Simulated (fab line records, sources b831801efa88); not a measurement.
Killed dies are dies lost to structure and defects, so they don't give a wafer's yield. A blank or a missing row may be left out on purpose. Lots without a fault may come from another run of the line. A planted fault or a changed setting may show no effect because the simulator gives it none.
fab line records | flow sky130
record lots=12 wafers=35 last_day=50
route steps=708 shown VT_ADJUST_PCH@150 SONOS_ONO@184 LI_CONTACT@381 LOCAL_INTERCONNECT@400
lots that met no fault: from a run of the same line without faults
start_h: hours from the record's first day to the start of the lot's first wafer shown | wait_h: hours since the lot's step before | " the same as in the row above | L1.1+2: a row that stands for several wafers | - no value, or no start given | * or withheld: withheld | < > ~ a bound
route shown NAME@n: a module of which the file shows steps, and the number in the route of the first | usual: mean/standard deviation of fault-free wafers | same: alike in all rows | chamber/n: place in a boat | sites: the reading at each site | _std_site: their standard deviation | _edge_site: outer sites' mean less inner sites' | radius_mm: how far each site lies from the wafer's centre | mask NAME#n: copy n | behind: the tool/chamber that last shaped the wafer | hold: why the lot was held/for how many hours/how that ended | device: the transistor (n, p or np) that didn't switch | end of line: the same wafers' tests at the end of the route | a step without rows: its recipe alone | killed: dies lost to structure and defects at the first sort, not the wafer's yield | map: a wafer's dies, x killed, . not, _ none there
set.NAME: the setting as run; set.NAME@STEP: as run at that earlier step | model.NAME: the simulator's own value behind a step, which no gauge read
steps of the route over a sample of lots; a table a step, a row a wafer
services: from which hour (start_h, from the record's first day; less than 0 if before it) a tool's chamber was out of use, for how many hours, and why
## steps
# step SKY_VT_ADJUST_PCH_OVL_MEAS_07
# usual VT_ADJUST_PCH_OVL=-0.1/1.7
# columns lot.wafer tool chamber start_h wait_h VT_ADJUST_PCH_OVL[nm]
L903.4 overlay-01 - 245.72 - 2.1
L903.5 " - " " 1.7
L903.6 " - " " 2.2
L906.1 overlay-02 - 266.43 - 1.9
L906.3 " - " " -0.2
L906.6 " - " " 2.5
L913.2 overlay-02 - 318.53 - 0.3
L913.3 " - " " -1.4
L913.6 " - " " 0.1
L914.2 overlay-02 - 328.03 - 3.6
L914.3 " - " " 1.1
L914.5 " - " " 1.0
L915.4 overlay-02 - 336.54 - -1.6
L915.5 " - " " -1.6
L915.6 " - " " -1.7
L916.1 overlay-02 - 344.73 - 2.9
L916.3 " - " " 2.2
L916.4 " - " " 2.4
L918.1 overlay-02 - 355.50 - -1.2
L918.2 " - " " -2.2
L918.3 " - " " -1.1
L919.2 overlay-01 - 365.70 - -1.9
L919.5 " - " " -0.1
L920.1 overlay-02 - 371.00 - -1.7
L920.3 " - " " -1.8
L920.5 " - " " 0.1
L921.2 overlay-01 - 376.30 - 1.7
L921.4 " - " " 1.5
L921.6 " - " " -1.5
L923.1 overlay-02 - 389.27 - -2.5
L923.4 " - " " -2.9
L923.5 " - " " -2.0
L924.1 overlay-02 - 409.55 - -0.4
L924.2 " - " " 0.0
L924.4 " - " " 0.9
# step SKY_SONOS_ONO_WET_ETCH_16
# recipe chemistry=dHF target_depth_nm=14 dry=n2_spin target=SiO2 dilution=100:1 temp_c=25 time_s=280
# usual run_length_s=309/3.5
# columns lot.wafer tool chamber start_h wait_h run_length_s
L903.4 wet_bench-04 0 301.19 0.0 315
L903.5 " 0 " " 315
L903.6 " 0 " " 315
L906.1 wet_bench-04 3 322.27 0.0 570
L906.3 " 3 " " 570
L906.6 " 3 " " 570
L913.2 wet_bench-02 1 378.45 0.0 311
L913.3 " 1 " " 311
L913.6 " 1 " " 311
L914.2 wet_bench-01 2 391.95 0.0 312
L914.3 " 2 " " 312
L914.5 " 2 " " 312
L915.4 wet_bench-01 2 398.29 0.0 311
L915.5 " 2 " " 311
L915.6 " 2 " " 311
L916.1 wet_bench-01 3 406.94 0.0 312
L916.3 " 3 " " 312
L916.4 " 3 " " 312
L918.1 wet_bench-04 2 423.17 0.0 307
L918.2 " 2 " " 307
L918.3 " 2 " " 307
L919.2 wet_bench-02 0 431.04 0.0 307
L919.5 " 0 " " 307
L920.1 wet_bench-04 3 438.14 0.0 306
L920.3 " 3 " " 306
L920.5 " 3 " " 306
L921.2 wet_bench-02 2 442.79 0.0 314
L921.4 " 2 " " 314
L921.6 " 2 " " 314
L923.1 wet_bench-04 0 454.62 0.0 307
L923.4 " 0 " " 307
L923.5 " 0 " " 307
L924.1 wet_bench-02 1 476.09 0.0 312
L924.2 " 1 " " 312
L924.4 " 1 " " 312
# step SKY_LI_CONTACT_SPUTTER_19
# recipe material=Ti target_thk_nm=20 chamber_pressure_pa=5 power_w=2500 substrate_temp_c=200 time_s=106.37
# usual chamber_pressure_pa=5.002/0.011 throttle_valve_pct=30.5/1.5
# columns lot.wafer tool chamber start_h wait_h chamber_pressure_pa throttle_valve_pct
L903.4 pvd_sputter-04 - 700.06 0.0 5.021 31.6
L903.5 " - " " 5.002 29.6
L903.6 " - " " 4.998 28.2
L906.1 pvd_sputter-03 - 721.54 0.0 5.011 30.5
L906.3 " - " " 5.006 29.7
L906.6 " - " " 5.001 30.0
L913.2 pvd_sputter-03 - 776.97 0.0 5.013 29.8
L913.3 " - " " 5.006 29.7
L913.6 " - " " 4.994 30.0
L914.2 pvd_sputter-04 - 786.34 0.0 5.011 29.3
L914.3 " - " " 5.005 28.2
L914.5 " - " " 5.025 31.0
L915.4 pvd_sputter-01 - 793.95 0.0 5.002 33.5
L915.5 " - " " 5.001 29.4
L915.6 " - " " 5.000 33.0
L916.1 pvd_sputter-01 - 798.56 0.0 5.007 33.0
L916.3 " - " " 5.017 31.4
L916.4 " - " " 4.987 29.5
L920.1 pvd_sputter-03 - 845.11 0.0 4.986 30.0
L920.3 " - " " 5.014 30.3
L920.5 " - " " 5.006 30.0
L921.2 pvd_sputter-01 - 847.14 0.0 5.007 33.2
L921.4 " - " " 4.978 29.6
L921.6 " - " " 4.997 32.9
L918.1 pvd_sputter-03 - 847.46 0.0 5.012 29.7
L918.2 " - " " 4.991 30.1
L918.3 " - " " 5.010 30.6
L919.2 pvd_sputter-03 - 850.17 0.0 5.010 30.3
L919.5 " - " " 4.986 30.7
L923.1 pvd_sputter-04 - 850.65 0.0 5.009 31.3
L923.4 " - " " 4.997 30.0
L923.5 " - " " 4.979 29.6
L924.1 pvd_sputter-03 - 857.81 0.0 5.014 29.7
L924.2 " - " " 5.014 30.3
L924.4 " - " " 4.999 29.7
# step SKY_LOCAL_INTERCONNECT_ETCH_13
# recipe chemistry=N2/H2 target=BARC ion_energy_ev=200 bias_w=100 pressure_mtorr=30 n2_flow_sccm=100 h2_flow_sccm=200 icp_w=500 stop_on=SiO2 time_s=45.9 target_depth_a=600
# usual drypump_motor_current_A=5.9/0.51 h2_flow_sccm=199.9/0.64 he_backside_leak_sccm=3.37/0.27 oes_product_au=0.856/0.0045 rf_fwd_power_W=495.4/1.8 run_length_s=74.3/0.66 throttle_valve_pct=13.224/0.01
# columns lot.wafer tool chamber start_h wait_h drypump_motor_current_A h2_flow_sccm he_backside_leak_sccm oes_product_au rf_fwd_power_W rf_hours_counter_h run_length_s throttle_valve_pct
L903.4 rie_metal-04 1 729.11 0.0 6.0 200.6 3.35 0.858 496.7 - 74.4 13.219
L903.5 " 1 " " 5.9 200.3 3.43 0.858 498.7 - 74.3 13.237
L903.6 " 0 " " 6.1 199.0 3.41 0.851 492.8 - 74.1 13.235
L906.1 rie_metal-01 0 749.43 0.0 5.9 201.0 3.37 0.859 496.3 12 73.7 13.230
L906.3 " 1 " " 6.3 200.1 3.19 0.864 497.3 - 74.1 13.242
L906.6 " 1 " " 6.3 199.8 3.33 0.864 499.0 - 74.3 13.236
L913.2 rie_metal-02 1 804.88 0.0 6.3 199.8 3.28 0.857 494.1 13 73.8 13.225
L913.3 " 1 " " 6.3 199.4 3.21 0.850 494.9 - 73.5 13.218
L913.6 " 0 " " 4.8 199.4 3.32 0.854 497.5 - 74.4 13.236
L914.2 rie_metal-04 0 813.70 0.0 6.1 200.2 3.42 0.850 492.5 7 74.2 13.237
L914.3 " 1 " " 5.9 199.7 3.44 0.857 497.5 - 74.3 13.223
L914.5 " 1 " " 5.9 199.0 3.30 0.851 496.5 - 74.3 13.232
L915.4 rie_metal-04 0 821.39 0.1 6.0 199.9 3.48 0.872 494.7 - 74.6 13.226
L915.5 " 0 " " 6.1 199.6 3.35 0.860 494.5 - 74.3 13.230
L915.6 " 0 " " 6.1 199.7 3.43 0.862 494.8 - 74.5 13.233
L916.1 rie_metal-02 1 825.58 0.0 6.3 199.8 2.79 0.851 494.6 13 73.7 13.227
L916.3 " 0 " " 4.8 200.9 3.34 0.851 493.9 - 74.5 13.243
L916.4 " 1 " " 6.3 200.3 3.18 0.855 495.8 - 73.8 13.209
L920.1 rie_metal-04 0 871.64 0.0 6.0 198.8 3.54 0.858 493.5 11 74.8 13.230
L920.3 " 0 " " 6.0 199.2 3.45 0.858 491.9 - 74.3 13.211
L920.5 " 0 " " 6.1 199.1 3.39 0.852 489.1 - 74.7 13.221
L921.2 rie_metal-01 1 873.63 0.0 6.3 200.7 3.38 0.854 498.0 2 74.3 13.236
L921.4 " 0 " " 5.9 200.0 3.47 0.856 493.1 - 73.8 13.236
L921.6 " 0 " " 5.9 199.9 3.45 0.861 492.5 - 73.7 13.227
L918.1 rie_metal-02 0 874.19 0.0 4.7 199.9 3.45 0.863 494.9 8 74.8 13.212
L918.2 " 1 " " 6.3 198.9 3.04 0.858 493.7 15 73.6 13.213
L918.3 " 1 " " 6.3 198.6 3.06 0.853 493.2 - 73.8 13.210
L919.2 rie_metal-01 1 876.58 0.0 6.3 200.1 3.15 0.862 495.2 2 73.8 13.217
L919.5 " 0 " " 5.9 200.8 3.33 0.848 498.0 - 74.0 13.224
L923.1 rie_metal-02 1 877.28 0.0 6.3 200.4 2.95 0.856 493.4 15 74.1 13.219
L923.4 " 1 " " 6.3 200.1 3.02 0.852 495.4 - 73.7 13.220
L923.5 " 1 " " 6.3 200.9 2.93 0.853 493.4 - 73.7 13.239
L924.1 rie_metal-01 1 883.34 0.0 6.3 200.2 3.13 0.857 498.1 2 73.8 13.220
L924.2 " 0 " " 5.9 199.8 3.52 0.855 497.8 17 73.6 13.233
L924.4 " 1 " " 6.3 200.8 3.13 0.857 496.6 - 73.8 13.225
## services
# columns tool chamber start_h hours kind
pvd_sputter-04 - 290.22 2.2 repair
rie_metal-01 - 309.49 1.3 repair
rie_metal-04 1 327.13 4.5 repair
rie_metal-02 1 333.09 2.5 repair
rie_metal-04 - 395.70 1.2 repair
wet_bench-02 - 424.49 4.4 pm
wet_bench-02 - 433.74 0.9 repair
rie_metal-01 1 476.47 9.9 repair
pvd_sputter-03 - 487.52 2.3 repair
wet_bench-04 - 494.41 5.0 repair
rie_metal-02 - 508.86 1.4 pm
wet_bench-04 - 514.16 1.7 repair
wet_bench-02 - 515.21 3.2 repair
rie_metal-01 - 562.86 0.1 repair
rie_metal-02 - 569.32 2.8 pm
wet_bench-02 - 578.03 2.9 repair
rie_metal-02 1 609.70 3.4 repair
rie_metal-04 1 632.25 4.4 repair
pvd_sputter-03 - 692.03 2.0 repair
rie_metal-04 - 758.39 3.0 repair
rie_metal-01 - 778.41 2.8 pm
pvd_sputter-03 - 810.51 3.1 repair
rie_metal-04 1 816.17 32.6 repair
rie_metal-04 - 880.23 2.8 pm
## key
first_sign step=SKY_SONOS_ONO_WET_ETCH_16 reading=run_length_s direction=up sigmas=75 usual=* struck=*
effect none on later readings
met_at SKY_SONOS_ONO_WET_ETCH_16
struck_lots L906
struck_wafers L906.1,L906.3,L906.6
tester_left_out L906
not_acting_at SKY_VT_ADJUST_PCH_OVL_MEAS_07,SKY_LI_CONTACT_SPUTTER_19,SKY_LOCAL_INTERCONNECT_ETCH_13
fault kind=process_parameter_drift tool=wet_bench-04 chamber=3 onset_h=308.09 steps=SKY_SONOS_ONO_WET_ETCH_16 channel=time_s offset=* shape=step end_h=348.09 acts_in=* stated=*
# tester_left_out: of these lots the tester's yield and bins aren't shown, on N5 and GAA mostly nor the transistor test; their killed dies are dies lost to structure and defects alone, not to doping, threshold or leakage, so they don't give the yield
